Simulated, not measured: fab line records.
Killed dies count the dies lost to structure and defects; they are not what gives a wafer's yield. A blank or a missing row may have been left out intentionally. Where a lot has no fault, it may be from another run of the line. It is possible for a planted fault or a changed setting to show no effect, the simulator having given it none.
A struck lot beside a sound one | flow sfq-line | 32 steps out of a route of 325
Sound: wafers L556.2, L556.3, L556.6. The struck wafers were L548.1, L548.3, L548.6. The cause comes at the end.
Order at every step that has rows: each side's tool, ch and its chambers, its first start. Under that, the readings that differ: sound wafers | struck wafers | difference of the means | sigmas: that difference in standard deviations of wafers without a fault.
alike: readings whose means differ by less than 2 such deviations, and words and numbers that are the same on both sides. not compared: withheld readings, readings that some wafer has no value for, bounds like >300 that may hide the same value, and numbers for which the record gives no deviation and whose values overlap.
A row with sigmas, a row that says differs or no value, or rows on one side alone: a step with any of these is where the two part. Numbers that have no deviation but don't overlap get no sigmas and don't part them. A reading missing from all wafers of one side parts the sides only when that side holds two or more wafers.

SFQ_L0_RS_MEAS_901: measurement is done with a four-point probe.
  struck on film-metro-03, day 3 09:34; sound on film-metro-04, day 5 01:35
  alike: L0_MONX_KI_RS
SFQ_L0_THK_MEAS_902: measures by xrf.
  struck on film-metro-03, day 3 09:41; sound on film-metro-04, day 5 01:41
  reading             | sound          | struck         | difference | sigmas
  L0_MONX_KI_THK (nm) | 39.6 39.6 39.6 | 38.7 38.9 38.5 | -0.9       | -2
then, 6 steps without rows for these wafers: SFQ_TRILAYER_L0_LITHO_COAT_010 (resist thk 62 nm); SFQ_TRILAYER_L0_LITHO_COAT_005 (resist thk 600 nm); SFQ_TRILAYER_L0_LITHO_SOFTBAKE_009; SFQ_TRILAYER_L0_LITHO_EXPOSE_006 (exposes mask L0, target cd 2000 nm); SFQ_TRILAYER_L0_LITHO_PEB_008 (peb time 60 s); SFQ_TRILAYER_L0_LITHO_DEVELOP_007 (time 60 s).
-- the record jumps here: 3 days lie between the struck wafers' starts before and after --
SFQ_TRILAYER_L0_BARC_OPEN_METAL_ETCH_010: etches BARC in O2, target depth 125 nm, time 41.7 s.
  sound on rie-metal-03 ch 1, day 8 06:07; struck on rie-metal-04 ch 0,1, day 6 11:34
  alike: drypump-motor-current-A, oes-product-au
  not compared: rf-hours-counter-h
SFQ_TRILAYER_L0_ETCH_METAL_ETCH_008: etches MoNx KI in SF6/O2, stops on SiO2, target depth 50 nm, time 25 s.
  sound on rie-metal-03 ch 1, day 8 06:11; struck on rie-metal-04 ch 0,1, day 6 11:38
  alike: drypump-motor-current-A, oes-product-au
  not compared: rf-hours-counter-h
SFQ_TRILAYER_L0_STRIP_STRIP_009: strips in O2.
  sound on rie-metal-03 ch 1, day 8 06:14; struck on rie-metal-04 ch 0,1, day 6 11:41
  alike: drypump-motor-current-A, oes-product-au
  not compared: rf-hours-counter-h
then, 1 step without rows for these wafers: SFQ_TRILAYER_L0_STRIP_SOLV_CLEAN_010 (cleans in NMP, time 600 s).
SFQ_TRILAYER_L0_CAP_PECVD_011: deposits SiO2 from SiH4/N2O, time 13.333 s, target thk 60 nm.
  sound on pecvd-02 ch 0,1,2, day 8 07:00; struck on pecvd-02 ch 1,2, day 6 12:27
  no value came back on the struck wafers for chamber-pressure-Torr (Torr), heater-power-outer-w (W), heater-power-w (W), throttle-valve-pct (%); on the sound wafers chamber-pressure-Torr (Torr) reads 2.402 2.406 2.395
then, 6 steps without rows for these wafers: SFQ_TRILAYER_L0_VIA_LITHO_COAT_018 (resist thk 62 nm); SFQ_TRILAYER_L0_VIA_LITHO_COAT_013 (resist thk 650 nm); SFQ_TRILAYER_L0_VIA_LITHO_SOFTBAKE_017; SFQ_TRILAYER_L0_VIA_LITHO_EXPOSE_014 (exposes mask L0V, target cd 700 nm); SFQ_TRILAYER_L0_VIA_LITHO_PEB_016 (peb time 60 s); SFQ_TRILAYER_L0_VIA_LITHO_DEVELOP_015 (time 60 s).
SFQ_L0V_OVL_MEAS_903:
  struck on overlay-01, day 7 07:05; sound on overlay-02, day 9 07:41
  alike: L0V_OVL
SFQ_TRILAYER_L0_VIA_BARC_OPEN_VIA_ETCH_021: etches BARC in O2, target depth 125 nm, time 41.7 s.
  sound on rie-diel-01 ch 0,1,3, day 9 07:43; struck on rie-diel-02 ch 0,1,2, day 7 07:08
  alike: drypump-motor-current-A, oes-product-au
  not compared: rf-hours-counter-h
SFQ_TRILAYER_L0_VIA_ETCH_VIA_ETCH_016: etches SiO2 in CHF3, stops on MoNx KI, target depth 80 nm.
  sound on rie-diel-01 ch 0,1,3, day 9 07:45; struck on rie-diel-02 ch 0,1,2, day 7 07:10
  reading                  | sound             | struck            | difference | sigmas
  oes-product-au (a.u.)    | 0.843 0.854 0.860 | 0.382 0.378 0.375 | -0.474     | -59
  model.etch.depth-nm (nm) | 60.04 60.3 61.29  | 0 0 0             | -61        |
  alike: drypump-motor-current-A
SFQ_TRILAYER_L0_VIA_STRIP_STRIP_017: strips in O2.
  sound on rie-metal-02 ch 0,1, day 9 07:48; struck on rie-metal-02 ch 0,1, day 7 07:13
  alike: drypump-motor-current-A, oes-product-au
  not compared: rf-hours-counter-h
then, 3 steps without rows for these wafers: SFQ_TRILAYER_L0_VIA_STRIP_SOLV_CLEAN_018 (cleans in NMP, time 600 s); SFQ_TRILAYER_M0_DEP_PRE_CLEAN_020 (time 15 s); SFQ_TRILAYER_M0_DEP_SPUTTER_019 (material Nb, target thk 200 nm, time 133.3 s).
SFQ_M0_RS_MEAS_904: measurement is done with a four-point probe.
  struck on film-metro-03, day 7 08:06; sound on film-metro-03, day 9 08:43
  alike: M0_NB_RS
then, 3 steps without rows for these wafers: SFQ_TRILAYER_M0_LITHO_COAT_026 (resist thk 62 nm); SFQ_TRILAYER_M0_LITHO_COAT_021 (resist thk 600 nm); SFQ_TRILAYER_M0_LITHO_SOFTBAKE_025.
SFQ_TRILAYER_M0_LITHO_EXPOSE_022: exposes mask M0, target cd 500 nm.
  sound on krf-scanner-01 ch 0, day 10 07:35; struck on krf-scanner-01, day 8 05:28
  no value came back on the struck wafers for exposure-dose-mJ-cm2, focus-offset-nm (nm); on the sound wafers exposure-dose-mJ-cm2 reads 14.409 14.410 14.413
  alike: mask
then, 1 step without rows for these wafers: SFQ_TRILAYER_M0_LITHO_PEB_024 (peb time 60 s).

WHERE THEY PART
First at SFQ_L0_THK_MEAS_902; last, within this record, at SFQ_TRILAYER_M0_LITHO_EXPOSE_022.

WHY: what the simulator had put in
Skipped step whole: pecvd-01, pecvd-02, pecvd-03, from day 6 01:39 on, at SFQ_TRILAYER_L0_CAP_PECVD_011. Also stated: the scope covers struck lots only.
